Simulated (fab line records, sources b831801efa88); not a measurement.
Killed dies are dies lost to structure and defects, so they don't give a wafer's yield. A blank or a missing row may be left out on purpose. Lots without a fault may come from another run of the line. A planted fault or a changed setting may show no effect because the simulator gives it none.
Chamber matching | flow sky130 | SKY_VIA3_CMP_02 on cmp-02: 4 sister chambers
The step polishes SiO2. 14 wafers are shown with their chamber, then 7 later ones without.

WAFERS WITH THEIR CHAMBER
wafer  | chamber | motor_current_A (A)
L277.1 | 2       | 16.4
L277.3 | 1       | 11.2
L277.6 | 0       | 13.4
L280.2 | 2       | 16.6
L280.3 | 1       | 11.0
L280.5 | 3       | 12.7
L282.1 | 1       | 10.3
L282.4 | 3       | 13.2
L282.6 | 3       | 12.9
L293.2 | 0       | 13.4
L293.4 | 1       | 10.9
L293.5 | 1       | 10.7
L295.1 | 1       | 11.2
L295.5 | 2       | 15.4

SIGNATURES (means of the wafers above)
reading         | chamber 0 | chamber 1 | chamber 2 | chamber 3 | scatter within a chamber
motor_current_A | 13.400    | 10.883    | 16.133    | 12.933    | 0.393
Rule: a wafer's distance from a chamber is the root of the sum, over the readings, of the square of ((its reading less the chamber's mean) divided by the reading's scatter). The wafer belongs to the nearest chamber; if the next one is less than 2 further off, it can't be placed. The scatter: the root of (the sum of the squares of (reading less its chamber's mean) over the shown wafers, divided by (wafers less chambers)).

WAFERS WITHOUT THEIR CHAMBER
wafer  | motor_current_A (A)
L295.6 | 12.9
L297.3 | 16.1
L297.4 | 11.1
L297.5 | 15.3
L299.2 | 13.8
L299.5 | 13.8
L299.6 | 10.7

WHICH CHAMBER EACH WENT THROUGH
wafer  | from the rows above     | in truth
L295.6 | can't be placed: 3 or 0 | 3
L297.3 | 2                       | 2
L297.4 | 1                       | 1
L297.5 | 2                       | 2
L299.2 | can't be placed: 0 or 3 | 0
L299.5 | can't be placed: 0 or 3 | 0
L299.6 | 1                       | 1
Placed correctly: 4 of 7. Can't be placed from these rows: 3 (the true chamber is among the candidates in 3). Placed wrongly: 0.
